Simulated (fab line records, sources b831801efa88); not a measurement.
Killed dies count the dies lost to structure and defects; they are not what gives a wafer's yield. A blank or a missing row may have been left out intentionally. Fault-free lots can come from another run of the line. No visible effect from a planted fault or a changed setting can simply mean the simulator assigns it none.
Code-filled problem report in 8D (eight disciplines) form | flow gf180mcu | the parts of the form that need people (team, actions taken, sign-off) are left out

## 1. THE ISSUE
bias_w at GF_V3_ETCH_16 reads a mean of 119.91 W on 6 wafers of 2 lots; wafers without a fault read 100.06 W with a standard deviation of 0.28. Measured from the usual mean, that is +71 standard deviations.
The step: etches BARC in N2/H2.
Earliest sighting: wafer L210.2 on rie_diel-03 at day 25 22:58. The record has a number at this step for 39 wafers belonging to 13 lots. Rule for "out", or "out of limits": more than 4 standard deviations from the usual mean. All remaining wafers that have a number are taken as sound.

## 2. WHAT IT IS AND WHAT IT IS NOT
question                    | is                     | is not
which readings at this step | bias_w                 | chamber_pressure_mTorr, drypump_motor_current_A, throttle_valve_pct
which lots                  | L210, L214             | L200, L201, L202, L204, L205, L206, L213, L216, L218, L219, L223
which wafers of those lots  | all that have a number | -
read on which tools         | rie_diel-03            | rie_diel-01, rie_diel-02
when                        | from day 25 22:58      | up to then (18 sound wafers); but 15 sound wafers of L213, L216, L218, L219, L223 came after

## 3. THE SUSPECTS, EACH WITH WHAT RULES IT OUT
Counting: a tool at a process step up to the reading stays a suspect if it ran every lot that is out and no sound lot after the first of them.
- rie_diel-03 at GF_V3_ETCH_16 (etches BARC in N2/H2): kept. It ran every lot that is out, first L210 (day 25 22:58), and no sound lot after that; its last sound lot up to then is L205 (day 24 09:22). Its own bias_w readings are out on those wafers.
Left after counting: rie_diel-03 at GF_V3_ETCH_16.

## 4. THE CAUSE (what the simulator had put in)
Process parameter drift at GF_V3_ETCH_16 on rie_diel-03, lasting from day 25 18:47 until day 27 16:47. Setting bias_w, moved by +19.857, from 100. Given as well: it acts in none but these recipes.
After counting, this tool was the only one left.

## 5. SEQUENCE OF EFFECTS, ordered by route
Rows list readings where the struck wafers' mean (over those with a number) sits beyond 3 standard deviations from the usual. Only readings for which the record gives a usual standard deviation are gone through. hours: the time from each lot's start at the first step in this table that gives one to its start at this step, as a median over the lots. sigmas: the change in usual standard deviations.
hours | step          | reading | usual    | on struck wafers | change | sigmas
0     | GF_V3_ETCH_16 | bias_w  | 100.06 W | 119.91           | +19.85 | +71
Process steps it contains:
- GF_V3_ETCH_16: etches BARC in N2/H2.
Later steps that measure or inspect, where all struck wafers having a row at the step show a number for every such reading and not one has moved that far: GF_V3_RS_MEAS_24, GF_M4_THK_MEAS_06.

## 6. HOW IT WOULD HAVE BEEN CAUGHT EARLIER
In this record the first reading out of limits was taken at day 25 22:58, 4 hours after the fault began at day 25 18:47.
